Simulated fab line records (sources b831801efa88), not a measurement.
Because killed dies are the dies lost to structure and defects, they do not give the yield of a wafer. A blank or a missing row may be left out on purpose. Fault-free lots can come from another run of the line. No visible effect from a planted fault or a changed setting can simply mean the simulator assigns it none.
fab line records + flow gf180mcu
record:
- lots: 6
- wafers: 18
- last_day: 34
route steps=602 shown NWELL@50 LVPWELL@54 MVSD@66 MVPSD@78 VT_IMPLANT@90
lots with no fault: from the same line, run without faults
start_h: hours from the record's first day to the start of the lot's first wafer shown + wait_h: how many hours have passed since the lot's step before this one + " the same as in the row above + L1.1+2: several wafers, shown together as one row + - no value present, or no start provided + * or withheld: withheld + < > ~ a bound
route shown NAME@n: NAME is a module with steps in the file, n the number in the route of the first one + usual: average and standard deviation across the fault-free wafers + same: alike in all rows + chamber/n: place in a boat + sites: readings site by site + _std_site: standard deviation across them + _edge_site: the outer-site mean with the inner-site mean subtracted + radius_mm: for every site, how far away it sits from the centre of the wafer + mask NAME#n: copy n + behind: tool/chamber where the wafer was last shaped + hold: what put the lot on hold/how long, in hours/how the hold closed + device: the transistor (n, p or np) that didn't switch + end of line: at the end of the route, the tests of the same wafers + a step without rows: its recipe alone + killed: dies lost to structure and defects at the first sort, not the wafer's yield + map: dies across one wafer; x = killed, . = not, _ = none there
set.NAME: the setting that was run; set.NAME@STEP: the one run at that earlier step + model.NAME: the simulator's own value behind a step, which no gauge read
lots seen at some steps along the route; tables by step, rows by wafer
services: a tool's chamber out of use, with start hour (start_h, from the record's first day; less than 0 if before it), hours out, and reason
== steps ==
step: GF_NWELL_IMPLANT_08
recipe:
- species: P
- energy_kev: 450
- dose_cm2: 1.5e+13
- tilt_deg: 0
step: GF_NWELL_IMPLANT_09
recipe:
- species: P
- energy_kev: 160
- dose_cm2: 4e+12
- tilt_deg: 0
step: GF_NWELL_STRIP_10
recipe:
- chemistry: O2/N2
- power_w: 1400
- pressure_mtorr: 1500
- platen_temp_c: 250
- o2_flow_sccm: 3000
- n2_flow_sccm: 300
- overash_fraction: 0.5
usual:
- drypump_motor_current_A: 6.0/0.44
- heater_power_w: 333/43
- oes_product_au: 0.722/0.0044
- platen_temp_c: 250.05/0.21
- strip_time_to_endpoint_s: 36.97/0.098
same:
- overash_fraction: 0.5
| lot.wafer | tool            | chamber | start_h | wait_h | drypump_motor_current_A | heater_power_w | oes_product_au | platen_temp_c | rf_hours_counter_h | strip_time_to_endpoint_s |
|-----------|-----------------|---------|---------|--------|-------------------------|----------------|----------------|---------------|--------------------|--------------------------|
| L314.1    | plasma_asher-02 | 0       | 65.19   | 0.1    | 6.1                     | 352            | 0.727          | 250.13        | 40                 | 36.85                    |
| L314.3    | "               | 0       | "       | "      | 6.1                     | 334            | 0.717          | 250.21        | -                  | 36.97                    |
| L314.5    | "               | 0       | "       | "      | 6.1                     | 340            | 0.719          | 250.13        | -                  | 37.02                    |
| L320.3    | plasma_asher-02 | 0       | 98.44   | 0.1    | 6.1                     | 349            | 0.725          | 250.34        | -                  | 37.02                    |
| L320.4    | "               | 1       | "       | "      | 5.3                     | 356            | 0.718          | 250.15        | -                  | 37.05                    |
| L320.6    | "               | 1       | "       | "      | 5.3                     | 350            | 0.719          | 250.20        | -                  | 37.11                    |
| L322.1    | plasma_asher-03 | 0       | 108.66  | 0.1    | 6.4                     | 294            | 0.721          | 250.17        | 30                 | 37.06                    |
| L322.3    | "               | 1       | "       | "      | 6.6                     | 300            | 0.724          | 249.96        | -                  | 36.93                    |
| L322.5    | "               | 0       | "       | "      | 6.4                     | 287            | 0.732          | 250.37        | -                  | 37.01                    |
| L333.2    | plasma_asher-02 | 1       | 170.11  | 0.1    | 5.4                     | 357            | 0.724          | 250.40        | 6                  | 36.93                    |
| L333.4    | "               | 1       | "       | "      | 5.3                     | 364            | 0.726          | 250.22        | -                  | 36.91                    |
| L333.5    | "               | 1       | "       | "      | 5.3                     | 363            | 0.724          | 250.36        | -                  | 37.02                    |
| L334.2    | plasma_asher-04 | 0       | 175.86  | 0.1    | 5.8                     | 420            | 0.724          | 250.06        | 51                 | 36.94                    |
| L334.4    | "               | 1       | "       | "      | 5.9                     | 291            | 0.726          | 249.86        | -                  | 36.91                    |
| L334.5    | "               | 1       | "       | "      | 5.9                     | 283            | 0.729          | 250.07        | -                  | 36.99                    |
| L335.2    | plasma_asher-04 | 1       | 180.81  | 0.1    | 5.9                     | 287            | 0.720          | 250.43        | 51                 | 37.07                    |
| L335.3    | "               | 1       | "       | "      | 5.9                     | 283            | 0.725          | 250.19        | -                  | 37.07                    |
| L335.5    | "               | 1       | "       | "      | 5.9                     | 288            | 0.719          | 250.37        | -                  | 37.10                    |
step: GF_NWELL_TW_MEAS_11
usual:
- NWELL_TW: 1570/9.4
| lot.wafer | tool          | chamber | start_h | wait_h | NWELL_TW |
|-----------|---------------|---------|---------|--------|----------|
| L314.1    | film_metro-01 | -       | 65.29   | 0.1    | 1585     |
| L314.3    | "             | -       | "       | "      | 1566     |
| L314.5    | "             | -       | "       | "      | 1563     |
| L320.3    | film_metro-02 | -       | 98.53   | 0.1    | 1574     |
| L320.4    | "             | -       | "       | "      | 1561     |
| L320.6    | "             | -       | "       | "      | 1566     |
| L322.1    | film_metro-01 | -       | 108.76  | 0.1    | 1574     |
| L322.3    | "             | -       | "       | "      | 1572     |
| L322.5    | "             | -       | "       | "      | 1576     |
| L333.2    | film_metro-01 | -       | 170.22  | 0.1    | 1578     |
| L333.4    | "             | -       | "       | "      | 1577     |
| L333.5    | "             | -       | "       | "      | 1571     |
| L334.2    | film_metro-04 | -       | 175.97  | 0.1    | 1568     |
| L334.4    | "             | -       | "       | "      | 1572     |
| L334.5    | "             | -       | "       | "      | 1563     |
| L335.2    | film_metro-04 | -       | 180.92  | 0.1    | 1558     |
| L335.3    | "             | -       | "       | "      | 1559     |
| L335.5    | "             | -       | "       | "      | 1552     |
step: GF_LVPWELL_DEHYDRATE_00
recipe:
- temp_c: 200
- time_s: 60
step: GF_LVPWELL_HMDS_01
recipe:
- prime_time_s: 60
- prime_temp_c: 120
step: GF_LVPWELL_COAT_02
recipe:
- spin_rpm: 2000
- resist_thk_nm: 3000
step: GF_LVPWELL_SOFTBAKE_03
recipe:
- temp_c: 110
- time_s: withheld
step: GF_LVPWELL_EXPOSE_04
recipe:
- mask_id: LVPWELL
- target_cd_nm: 600
- na: 0.6
- source_shape: conventional
- sigma_outer: 0.6
- dose_mj: 260
step: GF_LVPWELL_PEB_05
recipe:
- temp_c: 115
- time_s: withheld
step: GF_LVPWELL_DEVELOP_06
recipe:
- wall_angle_deg: 90
- develop_time_s: 60
- dev_temp_c: 21.99
step: GF_LVPWELL_OVL_MEAS_07
usual:
- LVPWELL_OVL: 1.4/1.4
| lot.wafer | tool       | chamber | start_h | wait_h | LVPWELL_OVL[nm] |
|-----------|------------|---------|---------|--------|-----------------|
| L314.1    | overlay-01 | -       | 78.60   | -      | 2.6             |
| L314.3    | "          | -       | "       | "      | 2.7             |
| L314.5    | "          | -       | "       | "      | 2.5             |
| L320.3    | overlay-02 | -       | 112.67  | -      | 1.1             |
| L320.4    | "          | -       | "       | "      | 0.9             |
| L320.6    | "          | -       | "       | "      | -0.7            |
| L322.1    | overlay-01 | -       | 123.07  | -      | 0.6             |
| L322.3    | "          | -       | "       | "      | 0.5             |
| L322.5    | "          | -       | "       | "      | -0.1            |
| L333.2    | overlay-01 | -       | 186.71  | -      | 3.2             |
| L333.4    | "          | -       | "       | "      | 2.2             |
| L333.5    | "          | -       | "       | "      | 2.7             |
| L334.2    | overlay-01 | -       | 192.56  | -      | 2.6             |
| L334.4    | "          | -       | "       | "      | 2.6             |
| L334.5    | "          | -       | "       | "      | 2.6             |
| L335.2    | overlay-01 | -       | 197.41  | -      | 4.7             |
| L335.3    | "          | -       | "       | "      | 2.8             |
| L335.5    | "          | -       | "       | "      | 4.2             |
step: GF_LVPWELL_IMPLANT_08
recipe:
- species: B
- energy_kev: 170
- dose_cm2: 1.5e+13
- tilt_deg: 0
usual:
- beam_energy_keV: 170.00/0.048
- beam_on_s: 9.99/0.2
| lot.wafer | tool         | chamber | start_h | wait_h | beam_energy_keV | beam_on_s |
|-----------|--------------|---------|---------|--------|-----------------|-----------|
| L314.1    | implanter-04 | 0       | 78.64   | 0.0    | 169.96          | 9.87      |
| L314.3    | "            | 0       | "       | "      | 169.93          | 9.67      |
| L314.5    | "            | 0       | "       | "      | 170.01          | 9.77      |
| L320.3    | implanter-03 | 0       | 112.74  | 0.1    | 170.06          | 10.28     |
| L320.4    | "            | 0       | "       | "      | 170.01          | 9.95      |
| L320.6    | "            | 0       | "       | "      | 169.98          | 10.05     |
| L322.1    | implanter-04 | 0       | 123.11  | 0.0    | 170.01          | 10.06     |
| L322.3    | "            | 0       | "       | "      | 170.05          | 10.10     |
| L322.5    | "            | 0       | "       | "      | 170.06          | 9.69      |
| L333.2    | implanter-04 | -       | 186.77  | 0.0    | -               | -         |
| L333.4    | "            | -       | "       | "      | -               | -         |
| L333.5    | "            | -       | "       | "      | -               | -         |
| L334.2    | implanter-03 | -       | 192.62  | 0.0    | -               | -         |
| L334.4    | "            | -       | "       | "      | -               | -         |
| L334.5    | "            | -       | "       | "      | -               | -         |
| L335.2    | implanter-03 | 0       | 197.46  | 0.0    | 170.01          | 9.78      |
| L335.3    | "            | 0       | "       | "      | 170.01          | 9.86      |
| L335.5    | "            | 0       | "       | "      | 169.95          | 10.19     |
step: GF_LVPWELL_IMPLANT_09
recipe:
- species: B
- energy_kev: 60
- dose_cm2: 5e+12
- tilt_deg: 0
step: GF_LVPWELL_STRIP_10
recipe:
- chemistry: O2/N2
- power_w: 1400
- pressure_mtorr: 1500
- platen_temp_c: 250
- o2_flow_sccm: 3000
- n2_flow_sccm: 300
- overash_fraction: 0.5
usual:
- drypump_motor_current_A: 6.17/0.27
- heater_power_w: 313/46
- oes_product_au: 0.722/0.0043
- platen_temp_c: 250.00/0.18
- strip_time_to_endpoint_s: 36.95/0.095
same:
- overash_fraction: 0.5
| lot.wafer | tool            | chamber | start_h | wait_h | drypump_motor_current_A | heater_power_w | oes_product_au | platen_temp_c | rf_hours_counter_h | strip_time_to_endpoint_s |
|-----------|-----------------|---------|---------|--------|-------------------------|----------------|----------------|---------------|--------------------|--------------------------|
| L314.1    | plasma_asher-04 | 1       | 78.94   | 0.1    | 5.91                    | 288            | 0.719          | 250.09        | 42                 | 37.13                    |
| L314.3    | "               | 1       | "       | "      | 5.90                    | 274            | 0.715          | 249.87        | -                  | 37.09                    |
| L314.5    | "               | 0       | "       | "      | 5.76                    | 427            | 0.723          | 250.08        | -                  | 37.05                    |
| L320.3    | plasma_asher-03 | 1       | 113.03  | 0.1    | 6.62                    | 302            | 0.724          | 249.83        | -                  | 37.05                    |
| L320.4    | "               | 0       | "       | "      | 6.40                    | 282            | 0.724          | 250.07        | -                  | 36.98                    |
| L320.6    | "               | 1       | "       | "      | 6.67                    | 296            | 0.721          | 250.13        | -                  | 36.96                    |
| L322.1    | plasma_asher-01 | 0       | 123.41  | 0.1    | 6.11                    | 334            | 0.728          | 249.94        | 49                 | 36.85                    |
| L322.3    | "               | 0       | "       | "      | 6.13                    | 328            | 0.717          | 249.96        | -                  | 36.89                    |
| L322.5    | "               | 1       | "       | "      | 6.10                    | 276            | 0.716          | 249.96        | -                  | 36.90                    |
| L333.2    | plasma_asher-03 | 0       | 187.04  | 0.1    | 6.38                    | 285            | 0.726          | 250.05        | 39                 | 37.02                    |
| L333.4    | "               | 0       | "       | "      | 6.37                    | 293            | 0.726          | 249.95        | -                  | 36.95                    |
| L333.5    | "               | 1       | "       | "      | 6.65                    | 293            | 0.720          | 249.85        | -                  | 37.04                    |
| L334.2    | plasma_asher-03 | 0       | 192.89  | 0.1    | 6.41                    | 289            | 0.728          | 249.73        | 40                 | 36.98                    |
| L334.4    | "               | 0       | "       | "      | 6.43                    | 287            | 0.718          | 249.82        | -                  | 37.05                    |
| L334.5    | "               | 0       | "       | "      | 6.40                    | 290            | 0.728          | 250.06        | -                  | 36.94                    |
| L335.2    | plasma_asher-03 | 1       | 197.74  | 0.1    | 6.66                    | 304            | 0.729          | 250.18        | 40                 | 37.02                    |
| L335.3    | "               | 1       | "       | "      | 6.60                    | 300            | 0.718          | 250.21        | -                  | 36.94                    |
| L335.5    | "               | 1       | "       | "      | 6.60                    | 297            | 0.727          | 249.81        | -                  | 37.04                    |
step: GF_LVPWELL_TW_MEAS_11
usual:
- LVPWELL_TW: 558/3.9
| lot.wafer | tool          | chamber | start_h | wait_h | LVPWELL_TW |
|-----------|---------------|---------|---------|--------|------------|
| L314.1    | film_metro-04 | -       | 79.04   | 0.1    | 562        |
| L314.3    | "             | -       | "       | "      | 563        |
| L314.5    | "             | -       | "       | "      | 559        |
| L320.3    | film_metro-01 | -       | 113.20  | 0.1    | 561        |
| L320.4    | "             | -       | "       | "      | 560        |
| L320.6    | "             | -       | "       | "      | 559        |
| L322.1    | film_metro-04 | -       | 123.51  | 0.1    | 562        |
| L322.3    | "             | -       | "       | "      | 563        |
| L322.5    | "             | -       | "       | "      | 564        |
| L333.2    | film_metro-02 | -       | 187.15  | 0.1    | 335        |
| L333.4    | "             | -       | "       | "      | 333        |
| L333.5    | "             | -       | "       | "      | 333        |
| L334.2    | film_metro-04 | -       | 193.00  | 0.1    | 338        |
| L334.4    | "             | -       | "       | "      | 339        |
| L334.5    | "             | -       | "       | "      | 340        |
| L335.2    | film_metro-04 | -       | 197.85  | 0.1    | 563        |
| L335.3    | "             | -       | "       | "      | 559        |
| L335.5    | "             | -       | "       | "      | 560        |
step: GF_MVSD_DEHYDRATE_00
recipe:
- temp_c: 200
- time_s: 60
step: GF_MVSD_HMDS_01
recipe:
- prime_time_s: 60
- prime_temp_c: 120
step: GF_MVSD_COAT_02
recipe:
- spin_rpm: 2000
- resist_thk_nm: 3000
step: GF_MVSD_SOFTBAKE_03
recipe:
- temp_c: 110
- time_s: withheld
step: GF_MVSD_EXPOSE_04
recipe:
- mask_id: MVSD
- target_cd_nm: 1000
- na: 0.6
- source_shape: conventional
- sigma_outer: 0.6
- dose_mj: 260
step: GF_MVSD_PEB_05
recipe:
- temp_c: 115
- time_s: withheld
step: GF_MVSD_DEVELOP_06
recipe:
- wall_angle_deg: 90
- develop_time_s: 60
- dev_temp_c: 23
step: GF_MVSD_OVL_MEAS_07
usual:
- MVSD_OVL: 0.1/1.5
| lot.wafer | tool       | chamber | start_h | wait_h | MVSD_OVL[nm] |
|-----------|------------|---------|---------|--------|--------------|
| L314.1    | overlay-01 | -       | 92.65   | -      | 0.5          |
| L314.3    | "          | -       | "       | "      | 0.7          |
| L314.5    | "          | -       | "       | "      | 2.1          |
| L320.3    | overlay-02 | -       | 127.57  | -      | 0.5          |
| L320.4    | "          | -       | "       | "      | 0.2          |
| L320.6    | "          | -       | "       | "      | 2.9          |
| L322.1    | overlay-02 | -       | 139.03  | -      | 0.9          |
| L322.3    | "          | -       | "       | "      | 0.2          |
| L322.5    | "          | -       | "       | "      | 0.3          |
| L333.2    | overlay-02 | -       | 203.71  | -      | 0.3          |
| L333.4    | "          | -       | "       | "      | -1.1         |
| L333.5    | "          | -       | "       | "      | 1.5          |
| L334.2    | overlay-02 | -       | 209.73  | -      | -0.1         |
| L334.4    | "          | -       | "       | "      | -0.3         |
| L334.5    | "          | -       | "       | "      | 0.7          |
| L335.2    | overlay-02 | -       | 215.01  | -      | -1.6         |
| L335.3    | "          | -       | "       | "      | 1.5          |
| L335.5    | "          | -       | "       | "      | 0.1          |
step: GF_MVSD_IMPLANT_08
recipe:
- species: P
- energy_kev: 400
- dose_cm2: 1.6e+13
- tilt_deg: 0
step: GF_MVSD_IMPLANT_09
recipe:
- species: P
- energy_kev: 100
- dose_cm2: 5e+12
- tilt_deg: 0
step: GF_MVSD_STRIP_10
recipe:
- chemistry: O2/N2
- power_w: 1400
- pressure_mtorr: 1500
- platen_temp_c: 250
- o2_flow_sccm: 3000
- n2_flow_sccm: 300
- overash_fraction: 0.5
usual:
- drypump_motor_current_A: 6.2/0.35
- heater_power_w: 310/31
- oes_product_au: 0.722/0.0044
- platen_temp_c: 249.95/0.19
- strip_time_to_endpoint_s: 37.00/0.094
same:
- overash_fraction: 0.5
| lot.wafer | tool            | chamber | start_h | wait_h | drypump_motor_current_A | heater_power_w | oes_product_au | platen_temp_c | rf_hours_counter_h | strip_time_to_endpoint_s |
|-----------|-----------------|---------|---------|--------|-------------------------|----------------|----------------|---------------|--------------------|--------------------------|
| L314.1    | plasma_asher-01 | 1       | 92.99   | 0.1    | 6.1                     | 272            | 0.726          | 249.78        | 45                 | 36.94                    |
| L314.3    | "               | 0       | "       | "      | 6.1                     | 338            | 0.725          | 250.04        | -                  | 36.93                    |
| L314.5    | "               | 0       | "       | "      | 6.1                     | 334            | 0.724          | 249.81        | -                  | 37.03                    |
| L320.3    | plasma_asher-03 | 1       | 127.93  | 0.1    | 6.6                     | 302            | 0.721          | 249.81        | -                  | 37.01                    |
| L320.4    | "               | 0       | "       | "      | 6.4                     | 294            | 0.729          | 250.02        | -                  | 37.02                    |
| L320.6    | "               | 1       | "       | "      | 6.6                     | 298            | 0.710          | 249.82        | -                  | 36.98                    |
| L322.1    | plasma_asher-02 | 0       | 139.36  | 0.1    | 6.1                     | 332            | 0.725          | 250.18        | 2                  | 37.00                    |
| L322.3    | "               | 0       | "       | "      | 6.0                     | 334            | 0.721          | 250.08        | -                  | 36.98                    |
| L322.5    | "               | 0       | "       | "      | 6.1                     | 330            | 0.717          | 250.13        | -                  | 36.90                    |
| L333.2    | plasma_asher-02 | 0       | 204.04  | 0.1    | 6.1                     | 314            | 0.722          | 250.01        | 8                  | 37.03                    |
| L333.4    | "               | 1       | "       | "      | 5.3                     | 365            | 0.723          | 249.96        | -                  | 36.97                    |
| L333.5    | "               | 0       | "       | "      | 6.1                     | 328            | 0.728          | 249.97        | -                  | 37.07                    |
| L334.2    | plasma_asher-01 | 0       | 210.06  | 0.1    | 6.1                     | 336            | 0.715          | 249.92        | 59                 | 37.07                    |
| L334.4    | "               | 1       | "       | "      | 6.1                     | 278            | 0.720          | 250.26        | -                  | 37.05                    |
| L334.5    | "               | 1       | "       | "      | 6.1                     | 270            | 0.718          | 250.11        | -                  | 36.98                    |
| L335.2    | plasma_asher-02 | 1       | 215.34  | 0.1    | 5.3                     | 365            | 0.718          | 249.92        | 8                  | 37.02                    |
| L335.3    | "               | 0       | "       | "      | 6.1                     | 328            | 0.731          | 250.01        | -                  | 37.04                    |
| L335.5    | "               | 1       | "       | "      | 5.3                     | 366            | 0.724          | 250.13        | -                  | 37.10                    |
step: GF_MVSD_TW_MEAS_11
usual:
- MVSD_TW: 1573/12
| lot.wafer | tool          | chamber | start_h | wait_h | MVSD_TW |
|-----------|---------------|---------|---------|--------|---------|
| L314.1    | film_metro-02 | -       | 93.09   | 0.1    | 1564    |
| L314.3    | "             | -       | "       | "      | 1570    |
| L314.5    | "             | -       | "       | "      | 1567    |
| L320.3    | film_metro-04 | -       | 128.01  | 0.1    | 1591    |
| L320.4    | "             | -       | "       | "      | 1587    |
| L320.6    | "             | -       | "       | "      | 1590    |
| L322.1    | film_metro-04 | -       | 139.46  | 0.1    | 1590    |
| L322.3    | "             | -       | "       | "      | 1593    |
| L322.5    | "             | -       | "       | "      | 1583    |
| L333.2    | film_metro-04 | -       | 204.15  | 0.1    | 1577    |
| L333.4    | "             | -       | "       | "      | 1572    |
| L333.5    | "             | -       | "       | "      | 1581    |
| L334.2    | film_metro-02 | -       | 210.17  | 0.1    | 1568    |
| L334.4    | "             | -       | "       | "      | 1575    |
| L334.5    | "             | -       | "       | "      | 1566    |
| L335.2    | film_metro-02 | -       | 215.45  | 0.1    | 1567    |
| L335.3    | "             | -       | "       | "      | 1557    |
| L335.5    | "             | -       | "       | "      | 1568    |
step: GF_MVPSD_DEHYDRATE_00
recipe:
- temp_c: 200
- time_s: 60
step: GF_MVPSD_HMDS_01
recipe:
- prime_time_s: 60
- prime_temp_c: 120
step: GF_MVPSD_COAT_02
recipe:
- spin_rpm: 2000
- resist_thk_nm: 3000
step: GF_MVPSD_SOFTBAKE_03
recipe:
- temp_c: 110
- time_s: withheld
step: GF_MVPSD_EXPOSE_04
recipe:
- mask_id: MVPSD
- target_cd_nm: 1000
- na: 0.6
- source_shape: conventional
- sigma_outer: 0.6
- dose_mj: 260
step: GF_MVPSD_PEB_05
recipe:
- temp_c: 115
- time_s: withheld
step: GF_MVPSD_DEVELOP_06
recipe:
- wall_angle_deg: 90
- develop_time_s: 60
- dev_temp_c: 23
step: GF_MVPSD_OVL_MEAS_07
usual:
- MVPSD_OVL: 1.5/1.4
| lot.wafer | tool       | chamber | start_h | wait_h | MVPSD_OVL[nm] |
|-----------|------------|---------|---------|--------|---------------|
| L314.1    | overlay-02 | -       | 106.73  | -      | 0.8           |
| L314.3    | "          | -       | "       | "      | 1.9           |
| L314.5    | "          | -       | "       | "      | 3.4           |
| L320.3    | overlay-02 | -       | 141.98  | -      | -0.6          |
| L320.4    | "          | -       | "       | "      | 0.8           |
| L320.6    | "          | -       | "       | "      | 0.5           |
| L322.1    | overlay-01 | -       | 154.30  | -      | 1.4           |
| L322.3    | "          | -       | "       | "      | 1.3           |
| L322.5    | "          | -       | "       | "      | -1.4          |
| L333.2    | overlay-02 | -       | 220.43  | -      | 0.5           |
| L333.4    | "          | -       | "       | "      | -0.2          |
| L333.5    | "          | -       | "       | "      | -0.3          |
| L334.2    | overlay-01 | -       | 227.56  | -      | 0.5           |
| L334.4    | "          | -       | "       | "      | 1.0           |
| L334.5    | "          | -       | "       | "      | 1.2           |
| L335.2    | overlay-02 | -       | 233.21  | -      | -0.8          |
| L335.3    | "          | -       | "       | "      | 0.3           |
| L335.5    | "          | -       | "       | "      | 1.2           |
step: GF_MVPSD_IMPLANT_08
recipe:
- species: B
- energy_kev: 170
- dose_cm2: 1.5e+13
- tilt_deg: 0
step: GF_MVPSD_IMPLANT_09
recipe:
- species: B
- energy_kev: 40
- dose_cm2: 5e+12
- tilt_deg: 0
step: GF_MVPSD_STRIP_10
recipe:
- chemistry: O2/N2
- power_w: 1400
- pressure_mtorr: 1500
- platen_temp_c: 250
- o2_flow_sccm: 3000
- n2_flow_sccm: 300
- overash_fraction: 0.5
usual:
- drypump_motor_current_A: 5.91/0.28
- heater_power_w: 330/48
- oes_product_au: 0.722/0.0045
- platen_temp_c: 249.99/0.18
- strip_time_to_endpoint_s: 36.95/0.09
same:
- overash_fraction: 0.5
| lot.wafer | tool            | chamber | start_h | wait_h | drypump_motor_current_A | heater_power_w | oes_product_au | platen_temp_c | rf_hours_counter_h | strip_time_to_endpoint_s |
|-----------|-----------------|---------|---------|--------|-------------------------|----------------|----------------|---------------|--------------------|--------------------------|
| L314.1    | plasma_asher-02 | 0       | 107.06  | 0.1    | 6.08                    | 352            | 0.718          | 250.18        | 44                 | 36.82                    |
| L314.3    | "               | 1       | "       | "      | 5.26                    | 355            | 0.723          | 249.88        | -                  | 36.91                    |
| L314.5    | "               | 0       | "       | "      | 6.10                    | 338            | 0.721          | 250.17        | -                  | 36.92                    |
| L320.3    | plasma_asher-04 | 1       | 142.34  | 0.1    | 5.89                    | 281            | 0.729          | 250.22        | -                  | 36.94                    |
| L320.4    | "               | 0       | "       | "      | 5.78                    | 414            | 0.730          | 249.81        | -                  | 36.88                    |
| L320.6    | "               | 0       | "       | "      | 5.79                    | 411            | 0.727          | 249.82        | -                  | 36.88                    |
| L322.1    | plasma_asher-02 | 1       | 154.64  | 0.1    | 5.34                    | 362            | 0.722          | 250.10        | 4                  | 36.99                    |
| L322.3    | "               | 1       | "       | "      | 5.30                    | 363            | 0.717          | 250.01        | -                  | 36.91                    |
| L322.5    | "               | 1       | "       | "      | 5.35                    | 360            | 0.720          | 250.12        | -                  | 36.94                    |
| L333.2    | plasma_asher-04 | 1       | 220.76  | 0.1    | 5.93                    | 277            | 0.717          | 250.03        | 56                 | 36.89                    |
| L333.4    | "               | 0       | "       | "      | 5.78                    | 420            | 0.711          | 249.93        | -                  | 36.81                    |
| L333.5    | "               | 1       | "       | "      | 5.93                    | 287            | 0.726          | 250.09        | -                  | 36.95                    |
| L334.2    | plasma_asher-04 | 1       | 227.89  | 0.1    | 5.92                    | 282            | 0.724          | 250.32        | 57                 | 36.99                    |
| L334.4    | "               | 0       | "       | "      | 5.77                    | 419            | 0.719          | 249.90        | -                  | 36.92                    |
| L334.5    | "               | 1       | "       | "      | 5.92                    | 287            | 0.725          | 250.09        | -                  | 37.00                    |
| L335.2    | plasma_asher-01 | 1       | 233.54  | 0.1    | 6.11                    | 275            | 0.720          | 249.86        | 61                 | 37.10                    |
| L335.3    | "               | 1       | "       | "      | 6.09                    | 275            | 0.715          | 249.72        | -                  | 37.03                    |
| L335.5    | "               | 1       | "       | "      | 6.09                    | 275            | 0.720          | 250.01        | -                  | 37.08                    |
step: GF_MVPSD_TW_MEAS_11
usual:
- MVPSD_TW: 552/3.7
| lot.wafer | tool          | chamber | start_h | wait_h | MVPSD_TW |
|-----------|---------------|---------|---------|--------|----------|
| L314.1    | film_metro-02 | -       | 107.16  | 0.1    | 553      |
| L314.3    | "             | -       | "       | "      | 549      |
| L314.5    | "             | -       | "       | "      | 548      |
| L320.3    | film_metro-01 | -       | 142.43  | 0.1    | 556      |
| L320.4    | "             | -       | "       | "      | 558      |
| L320.6    | "             | -       | "       | "      | 558      |
| L322.1    | film_metro-04 | -       | 154.74  | 0.1    | 553      |
| L322.3    | "             | -       | "       | "      | 553      |
| L322.5    | "             | -       | "       | "      | 552      |
| L333.2    | film_metro-02 | -       | 220.87  | 0.1    | 551      |
| L333.4    | "             | -       | "       | "      | 549      |
| L333.5    | "             | -       | "       | "      | 545      |
| L334.2    | film_metro-01 | -       | 228.00  | 0.1    | 551      |
| L334.4    | "             | -       | "       | "      | 557      |
| L334.5    | "             | -       | "       | "      | 554      |
| L335.2    | film_metro-01 | -       | 233.65  | 0.1    | 554      |
| L335.3    | "             | -       | "       | "      | 554      |
| L335.5    | "             | -       | "       | "      | 553      |
step: GF_VT_IMPLANT_DEHYDRATE_00
recipe:
- temp_c: 200
- time_s: 60
step: GF_VT_IMPLANT_HMDS_01
recipe:
- prime_time_s: 60
- prime_temp_c: 120
step: GF_VT_IMPLANT_RS_MEAS_48
recipe:
- thk_meas_gauge: four-point-probe
usual:
- LVPWELL_RS: 1197/3
| lot.wafer | tool          | chamber | start_h | wait_h | LVPWELL_RS[ohm/sq] |
|-----------|---------------|---------|---------|--------|--------------------|
| L314.1    | film_metro-02 | -       | 168.91  | 0.1    | 1198               |
| L314.3    | "             | -       | "       | "      | 1197               |
| L314.5    | "             | -       | "       | "      | 1198               |
| L320.3    | film_metro-02 | -       | 208.43  | 0.1    | 1199               |
| L320.4    | "             | -       | "       | "      | 1198               |
| L320.6    | "             | -       | "       | "      | 1199               |
| L322.1    | film_metro-02 | -       | 221.80  | 0.1    | 1199               |
| L322.3    | "             | -       | "       | "      | 1193               |
| L322.5    | "             | -       | "       | "      | 1196               |
| L333.2    | film_metro-01 | -       | 296.91  | 0.1    | 3824               |
| L333.4    | "             | -       | "       | "      | 3824               |
| L333.5    | "             | -       | "       | "      | 3823               |
| L334.2    | film_metro-01 | -       | 305.49  | 0.1    | 3816               |
| L334.4    | "             | -       | "       | "      | 3812               |
| L334.5    | "             | -       | "       | "      | 3805               |
| L335.2    | film_metro-04 | -       | 310.48  | 0.1    | 1192               |
| L335.3    | "             | -       | "       | "      | 1196               |
| L335.5    | "             | -       | "       | "      | 1196               |
== services ==
| tool            | chamber | start_h | hours | kind       |
|-----------------|---------|---------|-------|------------|
| plasma_asher-01 | -       | 51.25   | 0.5   | repair     |
| plasma_asher-04 | -       | 56.73   | 15.6  | pm         |
| plasma_asher-02 | -       | 73.15   | 1.3   | repair     |
| plasma_asher-04 | -       | 93.43   | 3.9   | repair     |
| plasma_asher-01 | -       | 101.00  | 1.8   | repair     |
| plasma_asher-02 | -       | 108.75  | 9.0   | pm         |
| plasma_asher-02 | 0       | 108.75  | 9.0   | vent_cycle |
| plasma_asher-02 | 1       | 108.75  | 9.0   | vent_cycle |
| plasma_asher-04 | -       | 109.79  | 14.6  | pm         |
| plasma_asher-02 | 0       | 117.75  | -     | clean      |
| plasma_asher-02 | 1       | 117.75  | -     | clean      |
| implanter-03    | -       | 125.36  | 5.2   | repair     |
| plasma_asher-03 | -       | 126.86  | 0.8   | repair     |
| plasma_asher-02 | -       | 171.07  | 15.6  | pm         |
| implanter-03    | -       | 180.94  | 4.2   | repair     |
| plasma_asher-04 | -       | 201.37  | 0.8   | repair     |
| plasma_asher-02 | -       | 207.95  | 2.8   | pm         |
| implanter-03    | -       | 219.82  | 7.9   | repair     |
| plasma_asher-02 | -       | 222.97  | 3.9   | repair     |
== key ==
first_sign:
- step: GF_LVPWELL_IMPLANT_08
- reading: tool_record
- direction: missing
effect:
- step: GF_LVPWELL_TW_MEAS_11
- reading: LVPWELL_TW
- direction: down
- sigmas: 57
- usual: 558
- struck: 336
effect:
- step: GF_VT_IMPLANT_RS_MEAS_48
- reading: LVPWELL_RS
- direction: up
- sigmas: 99+
- usual: 1197
- struck: 3817
met_at GF_LVPWELL_IMPLANT_08
struck_wafers L333.2,L333.4,L333.5,L334.2,L334.4,L334.5
later_rows_left_out L333.2,L333.4,L333.5,L334.2,L334.4,L334.5
sort_left_out L333.2,L333.4,L333.5,L334.2,L334.4,L334.5
tester_left_out L333,L334
onset_between 123.11 186.77
fault:
- kind: skipped_step_whole
- tool: implanter-03,implanter-04
- chamber: -
- onset_h: 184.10
- steps: GF_LVPWELL_IMPLANT_08
- scope: struck_lots_only
tester_left_out: of these lots the tester's yield and bins aren't shown, on N5 and GAA mostly nor the transistor test; their killed dies are dies lost to structure and defects alone, not to doping, threshold or leakage, so they don't give the yield
sort_left_out: the simulated sort isn't trusted on such a fault, so these wafers' sort isn't shown, and their yield isn't known
later_rows_left_out: the simulator's readings of these wafers behind a module that went badly wrong aren't trusted and aren't shown, but for the sort
